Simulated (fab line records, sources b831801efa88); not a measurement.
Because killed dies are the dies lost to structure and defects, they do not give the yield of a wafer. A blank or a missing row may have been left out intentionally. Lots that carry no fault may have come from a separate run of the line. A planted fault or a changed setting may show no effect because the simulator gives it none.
Check of tool commonality ; flow sky130 ; Lots sampled 12, wafers sampled 36

== THE REASON FOR OPENING IT ==
2 of 12 lots carry a flag on the reading SONOS_ONO_CVD_04_THK at SKY_SONOS_ONO_THK_MEAS_05. Fault-free wafers read 5.71 nm, with a standard deviation of 0.11.
Rule: a lot is flagged in two cases, either no wafer of it has a number, or all its wafers with numbers fall more than 4 standard deviations from that mean. All remaining lots are regarded as sound.

lot;measured;on;SONOS_ONO_CVD_04_THK (nm), wafer by wafer;flag
L880;day 11 16:34;filmMetro-02;5.69 5.77 5.56;
L881;day 11 17:50;filmMetro-01;5.59 5.56 5.70;
L884;day 12 18:08;filmMetro-02;5.59 5.55 5.53;
L886;day 13 10:26;filmMetro-01;5.76 5.92 5.84;
L888;day 14 11:34;filmMetro-01;5.88 5.89 5.84;
L889;day 14 11:34;filmMetro-02;5.89 5.82 5.94;
L890;day 14 15:45;filmMetro-01;5.48 5.58 5.69;
L891;day 14 15:46;filmMetro-04;5.82 5.86 5.80;
L892;day 15 11:36;filmMetro-02;5.49 5.66 5.67;
L893;day 15 14:53;filmMetro-04;6.58 6.59 6.60;FLAGGED
L894;day 16 03:30;filmMetro-04;6.73 6.75 6.75;FLAGGED
L903;day 19 01:31;filmMetro-04;5.85 5.82 5.89;
The numbers of the flagged lots are 6.67 nm on average: +0.96 nm against the usual, or +9 standard deviations.

== WHICH TOOL EACH LOT WENT THROUGH ==
The record holds 1 process step before the reading, out of a route of 708 steps. Every cell lists first the tool, next ch and the chambers used by the sampled wafers, and last the start.
lot;flag;SKY_SONOS_ONO_CVD_04
L880;;lpcvd-03 ch 1, day 11 15:19
L881;;lpcvd-03 ch 1, day 11 16:34
L884;;lpcvd-03 ch 0, day 12 16:16
L886;;lpcvd-03 ch 0, day 13 09:11
L888;;lpcvd-03 ch 0, day 14 10:19
L889;;lpcvd-03 ch 0, day 14 10:19
L890;;lpcvd-03 ch 0, day 14 14:30
L891;;lpcvd-03 ch 0, day 14 14:30
L892;;lpcvd-03 ch 1, day 15 10:20
L893;FLAGGED;lpcvd-03 ch 1, day 15 13:38
L894;FLAGGED;lpcvd-03 ch 1, day 16 02:15
L903;;lpcvd-03 ch 1, day 19 00:16
What the steps here do:
- SKY_SONOS_ONO_CVD_04: deposits SiO2 from SiH4/N2O, target thk 5.7199 nm.
- SKY_SONOS_ONO_THK_MEAS_05

== FLAGGED OVER TOTAL, TOOL BY TOOL (the gauges that took the reading come last) ==
step;tool;lots run;flagged;share of the flagged lots;sound lots run after its first flagged lot
SKY_SONOS_ONO_CVD_04;lpcvd-03;12;2;all;1 (L903)
SKY_SONOS_ONO_THK_MEAS_05;filmMetro-01;4;0;none;-
SKY_SONOS_ONO_THK_MEAS_05;filmMetro-02;4;0;none;-
SKY_SONOS_ONO_THK_MEAS_05;filmMetro-04;4;2;all;1 (L903)

== WHAT THE TABLE ALLOWS ==
2 rows of the table ran every flagged lot: lpcvd-03 at SKY_SONOS_ONO_CVD_04, filmMetro-04 at SKY_SONOS_ONO_THK_MEAS_05.
- lpcvd-03 at SKY_SONOS_ONO_CVD_04: 2 of its 12 lots flagged. Sound lots followed the first flagged one (L903) on it, something a lasting fault affecting the whole tool could not allow. Its own readings lie more than 4 standard deviations out on every wafer of the flagged lots: spikeTcCentreC, spikeTcLowerC, spikeTcUpperC, susceptorTempC.
- filmMetro-04 at SKY_SONOS_ONO_THK_MEAS_05: 2 of its 4 lots flagged. Sound lots followed the first flagged one (L903) on it, something a lasting fault affecting the whole tool could not allow.
No row of the table ran every flagged lot and no sound lot after the first.

== WHAT THE SIMULATOR HAD INSERTED ==
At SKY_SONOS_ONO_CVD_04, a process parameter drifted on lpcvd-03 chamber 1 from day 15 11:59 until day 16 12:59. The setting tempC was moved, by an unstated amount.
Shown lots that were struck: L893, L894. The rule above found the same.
